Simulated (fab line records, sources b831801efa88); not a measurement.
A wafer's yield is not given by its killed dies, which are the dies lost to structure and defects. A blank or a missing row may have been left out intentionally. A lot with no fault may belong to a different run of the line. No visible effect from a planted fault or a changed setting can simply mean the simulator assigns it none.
Chamber matching    flow sky130    SKY_CONTACT_CVD_00 on pecvd-03 has 3 sister chambers
The step deposits Si3N4, target thk 75 nm. 14 wafers are shown with their chamber, then 7 later ones without.

== WAFERS, EACH WITH ITS CHAMBER ==
wafer   chamber  heater power w (W)
L932.2  2        770
L932.3  0        670
L932.6  0        700
L933.3  0        714
L933.5  1        861
L933.6  2        800
L934.2  1        884
L934.3  0        685
L934.5  0        676
L935.1  0        701
L935.4  2        777
L935.6  0        702
L939.1  0        667
L939.3  2        728

SIGNATURES (averages over the wafers above)
reading         chamber 0  chamber 1  chamber 2  scatter within a chamber
heater power w  689.38     872.50     768.75     21.4
Rule: for each reading, subtract the chamber's mean from the wafer's reading, divide by that reading's scatter and square the result; add these up over the readings and take the root, which gives the wafer's distance from the chamber. The wafer belongs to the nearest chamber; if the next one is less than 2 further off, it can't be placed. The scatter: the root of (the sum of the squares of (reading less its chamber's mean) over the shown wafers, divided by (wafers less chambers)).

== WAFERS WITH NO CHAMBER GIVEN ==
wafer   heater power w (W)
L939.5  689
L940.4  691
L940.5  773
L940.6  933
L951.1  953
L951.3  713
L951.5  961

== CHAMBER TAKEN BY EACH ==
wafer   from the rows above      in truth
L939.5  0                        0
L940.4  0                        0
L940.5  2                        2
L940.6  1                        1
L951.1  1                        1
L951.3  can't be placed: 0 or 2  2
L951.5  1                        1
Correctly placed: 6 of 7. Cannot be placed on the basis of these rows: 1; the candidates contain the true chamber in 1. Number placed wrongly: 0.
